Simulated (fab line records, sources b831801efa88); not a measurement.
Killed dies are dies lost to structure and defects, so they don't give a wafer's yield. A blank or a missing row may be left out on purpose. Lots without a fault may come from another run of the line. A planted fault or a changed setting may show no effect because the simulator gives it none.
Tool commonality check | flow gf180mcu | 14 lots, 42 wafers sampled

WHY IT WAS OPENED
At GF_VT_IMPLANT_TW_MEAS_32 the reading VT_IMPLANT_3_TW is flagged on 3 of 14 lots. Wafers without a fault read 270.6, standard deviation 2.5.
Rule: a lot is flagged when every wafer of it that has a number lies more than 4 standard deviations from that mean, or none has a number. The other lots count as sound.

lot  | measured     | on            | VT_IMPLANT_3_TW, wafer by wafer | flag
L672 | day 7 18:40  | film_metro-04 | 268.6 270.9 269.8               |
L673 | day 7 23:43  | film_metro-04 | 267.9 269.5 268.7               |
L674 | day 8 05:27  | film_metro-03 | 270.0 269.8 268.9               |
L675 | day 8 09:43  | film_metro-01 | 273.6 272.8 272.8               |
L677 | day 9 03:43  | film_metro-03 | 267.8 267.4 267.4               |
L678 | day 9 04:10  | film_metro-01 | 272.8 272.2 272.0               |
L679 | day 9 11:13  | film_metro-01 | 273.5 274.1 273.3               |
L685 | day 11 10:38 | film_metro-03 | 247.3 247.8 248.5               | FLAGGED
L686 | day 11 15:49 | film_metro-04 | 243.6 243.2 243.7               | FLAGGED
L687 | day 12 01:20 | film_metro-03 | 243.6 244.1 245.0               | FLAGGED
L688 | day 12 04:25 | film_metro-01 | 272.1 271.4 272.4               |
L689 | day 12 12:22 | film_metro-01 | 272.4 272.8 271.6               |
L690 | day 12 17:07 | film_metro-04 | 269.1 268.1 268.6               |
L691 | day 12 19:31 | film_metro-01 | 272.5 272.1 270.4               |
The numbers of the flagged lots are 245.2 on average: -25.4 against the usual, or -10 standard deviations.

WHICH TOOL RAN EACH LOT
The record holds 1 process step before the reading, out of a route of 602 steps. In each cell: the tool, then ch and the chambers that the sampled wafers went through, then the start.
lot  | flag    | GF_VT_IMPLANT_IMPLANT_30
L672 |         | implanter-04 ch 0, day 7 18:25
L673 |         | implanter-01 ch 0, day 7 23:29
L674 |         | implanter-01 ch 0, day 8 05:12
L675 |         | implanter-02 ch 0, day 8 09:30
L677 |         | implanter-04 ch 0, day 9 03:30
L678 |         | implanter-02 ch 0, day 9 03:55
L679 |         | implanter-02 ch 0, day 9 10:58
L685 | FLAGGED | implanter-04 ch 0, day 11 10:23
L686 | FLAGGED | implanter-04 ch 0, day 11 15:35
L687 | FLAGGED | implanter-04 ch 0, day 12 01:05
L688 |         | implanter-01 ch 0, day 12 04:10
L689 |         | implanter-02 ch 0, day 12 12:07
L690 |         | implanter-01 ch 0, day 12 16:52
L691 |         | implanter-01 ch 0, day 12 19:16
What these steps do:
- GF_VT_IMPLANT_IMPLANT_30
- GF_VT_IMPLANT_TW_MEAS_32

FLAGGED OVER TOTAL, TOOL BY TOOL (the gauges that took the reading come last)
step                     | tool          | lots run | flagged | share of the flagged lots | sound lots run after its first flagged lot
GF_VT_IMPLANT_IMPLANT_30 | implanter-01  | 5        | 0       | none                      | -
GF_VT_IMPLANT_IMPLANT_30 | implanter-02  | 4        | 0       | none                      | -
GF_VT_IMPLANT_IMPLANT_30 | implanter-04  | 5        | 3       | all                       | 0
GF_VT_IMPLANT_TW_MEAS_32 | film_metro-01 | 6        | 0       | none                      | -
GF_VT_IMPLANT_TW_MEAS_32 | film_metro-03 | 4        | 2       | some                      | 0
GF_VT_IMPLANT_TW_MEAS_32 | film_metro-04 | 4        | 1       | some                      | 1 (L690)

WHAT THE TABLE ALLOWS
1 row of the table ran every flagged lot: implanter-04 at GF_VT_IMPLANT_IMPLANT_30.
- implanter-04 at GF_VT_IMPLANT_IMPLANT_30: 3 of its 5 lots flagged. Its last sound lot is L677 (day 9 03:30), its first flagged lot L685 (day 11 10:23): a fault that began between those two fits. Its own readings lie more than 4 standard deviations out on every wafer of the flagged lots: dose_ions_cm2, faraday_current_uA.
One tool is left: implanter-04 at GF_VT_IMPLANT_IMPLANT_30.

WHAT THE SIMULATOR HAD PUT IN
Process parameter drift: implanter-04, from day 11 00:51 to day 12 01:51, at GF_VT_IMPLANT_IMPLANT_30. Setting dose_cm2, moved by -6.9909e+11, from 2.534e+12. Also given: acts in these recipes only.
Lots struck among those shown: L685, L686, L687. The rule above found the same.
